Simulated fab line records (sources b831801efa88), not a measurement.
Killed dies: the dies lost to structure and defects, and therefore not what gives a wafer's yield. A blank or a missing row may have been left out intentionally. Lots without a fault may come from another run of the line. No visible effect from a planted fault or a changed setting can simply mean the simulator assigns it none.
A struck lot beside a sound one ; flow gf180mcu ; 16 steps out of a route of 602
Sound: wafers L528.2, L528.5, L528.6. Wafers L536.1, L536.4, L536.5 were the ones struck. At the end, the cause is stated.
Per side, at each step with rows, come the tool, then ch with its chambers, and then its first start. Under that, the readings that differ: sound wafers ; struck wafers ; difference of the means ; sigmas: that difference in standard deviations of wafers without a fault.
alike: readings with means less than 2 such deviations apart, plus words and numbers identical on both sides. not compared: withheld readings, readings lacking a value on some wafer, bounds such as >300 that could conceal the same value, and numbers that have no deviation in the record and whose values overlap.
A row with sigmas, a row that says differs or no value, or rows on one side alone: a step with any of these is where the two part. Numbers that don't overlap but have no deviation are shown without sigmas and don't part them. Lack of a reading on every wafer of one side parts them only where that side has two or more wafers.

GF_V1_CMP_04: polishes SiO2.
  sound on cmp-01 ch 0,1, day 17 14:39; struck on cmp-02 ch 1,2,3, day 20 19:39
reading;sound;struck;difference;sigmas
timeToEndpointS (s);88 95 86;84 75 78;-11;-2
  alike: motorCurrentA, retainingRingPressureFrac, slurryFlowMlMin
GF_V1_BOW_MEAS_05:
  sound: filmMetro-01 at day 17 14:55; struck: filmMetro-04 at day 20 19:51
  alike: V1_BOW
then, 8 steps without rows for these wafers: GF_V1_DEHYDRATE_06 (time 60 s); GF_V1_HMDS_07 (prime time 60 s); GF_V1_COAT_08; GF_V1_COAT_09 (resist thk 1000 nm); GF_V1_SOFTBAKE_10 (time 60 s); GF_V1_EXPOSE_11 (exposes mask Via1, target cd 260 nm); GF_V1_PEB_12 (peb time 90 s); GF_V1_DEVELOP_13 (develop time 60 s).
GF_V1_CD_MEAS_14: the cd target is 260 nm.
  sound: cdSem-02 at day 18 13:49; struck: cdSem-02 at day 21 19:16
  alike: cdNm
GF_V1_OVL_MEAS_15:
  sound: overlay-02 at day 18 13:56; struck: overlay-01 at day 21 19:23
  alike: V1_OVL
GF_V1_ETCH_16: etches BARC in N2/H2.
  sound on rieDiel-04 ch 0,3, day 18 13:58; struck on rieDiel-03 ch 1,2, day 21 19:25
  no value came back on the struck wafers for any of 5 readings (biasW (W), chamberPressureMTorr (mTorr) and others); on the sound wafers biasW (W) reads 99.8 100.1 99.9
GF_V1_ETCH_17: etches SiO2 in C4F8/O2/Ar, stops on TiN, target depth 630 nm.
  sound on rieDiel-04 ch 0,3; struck on rieDiel-03 ch 1,2
reading;sound;struck;difference;sigmas
oesProductAu (a.u.);0.844 0.852 0.848;0.376 0.377 0.372;-0.473;-99 or more
  alike: biasW, chamberPressureMTorr
GF_V1_STRIP_18: strips in O2/N2.
  sound on plasmaAsher-02 ch 0,1, day 18 14:05; struck on plasmaAsher-04 ch 1, day 21 19:33
reading;sound;struck;difference;sigmas
heaterPowerW (W);272 270 296;337 330 328;+52;+2
o2FlowSccm (sccm);2989 2973 2996;3015 3014 3000;+24;+2
  alike: drypumpMotorCurrentA, oesProductAu, platenTempC
  not compared: rfHoursCounterH
then, 1 step without rows for these wafers: GF_V1_STRIP_19 (strips in post etch residue remover, time 1200 s).

== WHERE THEY PART ==
First at GF_V1_CMP_04; last, within this record, at GF_V1_STRIP_18.

WHY: whatever the simulator had introduced
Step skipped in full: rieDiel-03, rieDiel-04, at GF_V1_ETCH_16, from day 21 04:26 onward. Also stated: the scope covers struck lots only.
